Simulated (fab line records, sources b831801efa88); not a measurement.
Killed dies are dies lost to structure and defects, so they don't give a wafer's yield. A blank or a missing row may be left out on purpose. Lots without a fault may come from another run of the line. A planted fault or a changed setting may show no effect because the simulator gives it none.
Chamber matching | flow sky130 | SKY_VIA3_CMP_24 on cmp-02: 4 sister chambers
The step polishes, stops on SiO2, t overpolish 20 s, target thk 0 nm. 4 wafers are shown with their chamber, then 9 later ones without.

WAFERS WITH THEIR CHAMBER
wafer  | chamber | motor_current_A (A)
L401.2 | 2       | 10.8
L403.2 | 1       | 9.9
L403.3 | 3       | 9.7
L403.4 | 0       | 10.1

WAFERS WITHOUT THEIR CHAMBER
wafer  | motor_current_A (A)
L412.1 | 11.1
L412.2 | 9.9
L412.5 | 9.7
L416.1 | 9.4
L416.5 | 10.2
L416.6 | 10.1
L418.1 | 10.4
L418.2 | 9.8
L418.4 | 10.9

WHICH CHAMBER EACH WENT THROUGH
wafer  | from the rows above          | in truth
L412.1 | 2                            | 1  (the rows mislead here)
L412.2 | can't be placed: 1 or 0 or 3 | 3
L412.5 | can't be placed: 3 or 1      | 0
L416.1 | can't be placed: 3 or 1      | 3
L416.5 | can't be placed: 0 or 1      | 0
L416.6 | can't be placed: 0 or 1      | 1
L418.1 | can't be placed: 0 or 2 or 1 | 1
L418.2 | can't be placed: 1 or 3 or 0 | 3
L418.4 | 2                            | 2
Placed correctly: 1 of 9. Can't be placed from these rows: 7 (the true chamber is among the candidates in 6). Placed wrongly: 1.
How it was worked out, from the rows above alone: a wafer's distance from a chamber is the root of the sum, over the readings, of the square of ((its reading less the chamber's mean) divided by the reading's scatter). The wafer belongs to the nearest chamber; if the next one is less than 2 further off, it can't be placed. A chamber's mean is the mean of its shown wafers. The scatter: with one shown wafer a chamber, the root of the mean of the squares of how far each hidden wafer lies from its nearest shown one.
